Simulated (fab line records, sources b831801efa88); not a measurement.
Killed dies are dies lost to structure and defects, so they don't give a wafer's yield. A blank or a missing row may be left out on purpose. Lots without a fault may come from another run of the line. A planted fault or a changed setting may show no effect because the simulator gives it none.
Chamber matching | flow gf180mcu | GF_V4_CVD_02 on pecvd-02: 3 sister chambers
The step deposits SiO2 from TEOS, target thk 850 nm, time 94.851 s. 14 wafers are shown with their chamber, then 7 later ones without.

WAFERS WITH THEIR CHAMBER
wafer  | chamber | heater_power_w (W)
L283.2 | 0       | 640
L283.4 | 0       | 709
L283.5 | 1       | 729
L284.1 | 2       | 770
L284.4 | 0       | 777
L284.6 | 1       | 905
L285.2 | 2       | 734
L285.3 | 1       | 904
L285.6 | 0       | 754
L289.4 | 1       | 813
L289.5 | 2       | 768
L289.6 | 0       | 634
L297.2 | 2       | 822
L297.3 | 1       | 918

SIGNATURES (means of the wafers above)
reading        | chamber 0 | chamber 1 | chamber 2 | scatter within a chamber
heater_power_w | 702.80    | 853.80    | 773.50    | 65.6
Rule: a wafer's distance from a chamber is the root of the sum, over the readings, of the square of ((its reading less the chamber's mean) divided by the reading's scatter). The wafer belongs to the nearest chamber; if the next one is less than 2 further off, it can't be placed. The scatter: the root of (the sum of the squares of (reading less its chamber's mean) over the shown wafers, divided by (wafers less chambers)).

WAFERS WITHOUT THEIR CHAMBER
wafer  | heater_power_w (W)
L297.4 | 711
L298.1 | 807
L298.5 | 768
L298.6 | 865
L300.3 | 846
L300.5 | 787
L300.6 | 883

WHICH CHAMBER EACH WENT THROUGH
wafer  | from the rows above          | in truth
L297.4 | can't be placed: 0 or 2      | 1
L298.1 | can't be placed: 2 or 1 or 0 | 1
L298.5 | can't be placed: 2 or 0 or 1 | 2
L298.6 | can't be placed: 1 or 2      | 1
L300.3 | can't be placed: 1 or 2      | 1
L300.5 | can't be placed: 2 or 1 or 0 | 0
L300.6 | can't be placed: 1 or 2      | 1
Placed correctly: 0 of 7. Can't be placed from these rows: 7 (the true chamber is among the candidates in 6). Placed wrongly: 0.
